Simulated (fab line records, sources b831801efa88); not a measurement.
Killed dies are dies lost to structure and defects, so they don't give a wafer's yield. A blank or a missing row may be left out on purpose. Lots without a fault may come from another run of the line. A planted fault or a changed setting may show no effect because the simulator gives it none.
A struck lot beside a sound one | flow sky130 | 34 steps out of a route of 708
Sound: wafers L451.2, L451.4, L451.5. Struck: wafer L442.1. (L442.2 of the same lot was not struck and is left out.) The cause comes at the end.
At each step with rows: each side's tool, then ch and its chambers, then its first start. Under that, the readings that differ: sound wafers | struck wafers | difference of the means | sigmas: that difference in standard deviations of wafers without a fault.
alike: readings whose means differ by less than 2 such deviations, and words and numbers that are the same on both sides. not compared: withheld readings, readings that some wafer has no value for, bounds like >300 that may hide the same value, and numbers for which the record gives no deviation and whose values overlap.
The two part at a step that has a row with sigmas, a row that says differs or no value, or rows on one side only. Numbers that don't overlap but have no deviation are shown without sigmas and don't part them. A reading that every wafer of one side lacks parts them only if that side has two wafers or more.

first, 9 steps without rows for these wafers: SKY_METAL1_DEVELOP_14 (develop time 60 s); SKY_METAL1_DESCUM_17 (chemistry O2, time 8 s); SKY_METAL1_ETCH_18 (etches BARC in N2/H2, stops on SiO2, time 45.9 s, target depth 60 nm); SKY_METAL1_METAL_ETCH_19 (etches the open film in Cl2/BCl3, stops on SiO2, target depth 360 nm, time 78 s); SKY_METAL1_STRIP_20 (strips in O2/N2); SKY_METAL1_STRIP_21 (strips in post etch residue remover, time 1200 s); SKY_METAL1_CLEAN_22 (cleans in IPA, time 180 s); SKY_METAL1_CLEAN_23 (cleans in O3/DIW); SKY_VIA1_HDPCVD_00 (deposits SiO2, target thk 1030 nm, time 171.7 s).
SKY_VIA1_CMP_02: polishes SiO2.
  sound on cmp-01 ch 0,3, day 40 10:20; struck on cmp-02 ch 2, day 38 16:44
  reading                                  | sound             | struck | difference | sigmas
  model.SiO2_of_VIA1_HDPCVD_00.thk_nm (nm) | 344.4 344.2 342.9 | 379.2  | +35.4      |
  alike: motor_current_A
SKY_VIA1_BOW_MEAS_03:
  sound on film_metro-03, day 40 10:40; struck on film_metro-01, day 38 17:24
  not compared: hold, VIA1_BOW
then, 8 steps without rows for these wafers: SKY_VIA1_HMDS_05 (prime time 60 s); SKY_VIA1_COAT_06 (resist thk 60 nm); SKY_VIA1_COAT_07 (resist thk 450 nm); SKY_VIA1_SOFTBAKE_08 (time 90 s); SKY_VIA1_EXPOSE_09 (exposes mask VIM, target cd 150 nm); SKY_VIA1_PEB_10; SKY_VIA1_DEVELOP_11 (develop time 60 s); SKY_VIA1_ETCH_14 (etches BARC in N2/H2, stops on SiO2, time 45.9 s, target depth 60 nm).
SKY_VIA1_ETCH_15: etches SiO2 in C4F8/O2/Ar, stops on TiN, target depth 351 nm, time 54 s.
  sound on rie_diel-02 ch 1,2,3, day 41 12:02; struck on rie_diel-01 ch 3, day 39 17:52
  reading                          | sound             | struck | difference | sigmas
  oes_product_au (a.u.)            | 0.976 0.980 0.976 | 1.008  | +0.031     | +6
  model.etch.depth_nm (nm)         | 343.9 341.5 342.9 | 358.3  | +15.5      |
  model.VIA1.feature_depth_nm (nm) | 343.9 341.5 342.9 | 358.3  | +15.5      |
  not compared: rf_hours_counter_h
then, 12 steps without rows for these wafers: SKY_VIA1_STRIP_16 (strips in O2/N2); SKY_VIA1_STRIP_17 (strips in post etch residue remover, time 1200 s); SKY_VIA1_CLEAN_18 (cleans in IPA, time 180 s); SKY_VIA1_CLEAN_19 (cleans in O3/DIW); SKY_VIA1_SPUTTER_20 (material TiN, target thk 20 nm, time 80 s); SKY_VIA1_CVD_21 (deposits W, target thk 270 nm, time 80.902 s); SKY_VIA1_CMP_24 (polishes, stops on SiO2, t overpolish 15 s, target thk 0 nm); SKY_METAL2_SPUTTER_00 (material Ti, target thk 15 nm, time 10 s); SKY_METAL2_SPUTTER_01 (material TiN, target thk 20 nm, time 16.7 s); SKY_METAL2_SPUTTER_02 (material AlCu, target thk 250 nm, time 13.3 s); SKY_METAL2_SPUTTER_03 (material Ti, target thk 5 nm, time 3.3 s); SKY_METAL2_SPUTTER_04 (material TiN, target thk 70 nm, time 58.3 s).
SKY_METAL2_METAL_ETCH_19: etches the open film in Cl2/BCl3, stops on SiO2, target depth 360 nm, time 78 s.
  sound on rie_metal-04 ch 0,1, day 42 13:11; struck on rie_metal-04 ch 1, day 40 20:23
  reading                                  | sound             | struck | difference | sigmas
  model.SiO2_of_VIA1_HDPCVD_00.thk_nm (nm) | 330.3 330.4 328.7 | 365.1  | +35.3      |
  alike: drypump_motor_current_A, oes_product_au, throttle_valve_pct
  not compared: rf_hours_counter_h
-- the record jumps here: 9 days lie between the struck wafers' starts before and after (it left off in module METAL2 and takes up again in module PAD_OPEN, whose first step shown is number 708 of the route) --
SKY_PAD_OPEN_PROBE_99:
  sound on prober-02, day 51 04:12; struck on prober-02, day 50 02:37
  reading                               | sound             | struck  | difference | sigmas
  model.etest.tester.sort_n_pass        | 407 383 412       | 376     | -25        |
  model.etest.tester.sort_yield_pct (%) | 82.72 77.85 83.74 | 76.42   | -5.02      |
  model.etest.tester.sort_bin_5_pct (%) | 11.18 13.01 9.35  | 17.65   | +6.47      |
  model.etest.via1_chain.rc_ohm         | 15.77 14.68 15.83 | 19.77   | +4.34      |
  model.etest.tester.sort_bin_8_pct (%) | 0 0 0             | 0.03352 | +0.03352   |
  alike: defect_limited_yield, killed_at_M0_to_M3, killed_at_M4_up, killed_at_contacts, killed_at_front_end, killed_at_other, killed_dies, killed_open, killed_short

WHERE THEY PART
Only at SKY_VIA1_ETCH_15, within this record. Later steps at which nothing parts them and some readings are alike: SKY_METAL2_METAL_ETCH_19, SKY_PAD_OPEN_PROBE_99.

WHY: what the simulator had put in
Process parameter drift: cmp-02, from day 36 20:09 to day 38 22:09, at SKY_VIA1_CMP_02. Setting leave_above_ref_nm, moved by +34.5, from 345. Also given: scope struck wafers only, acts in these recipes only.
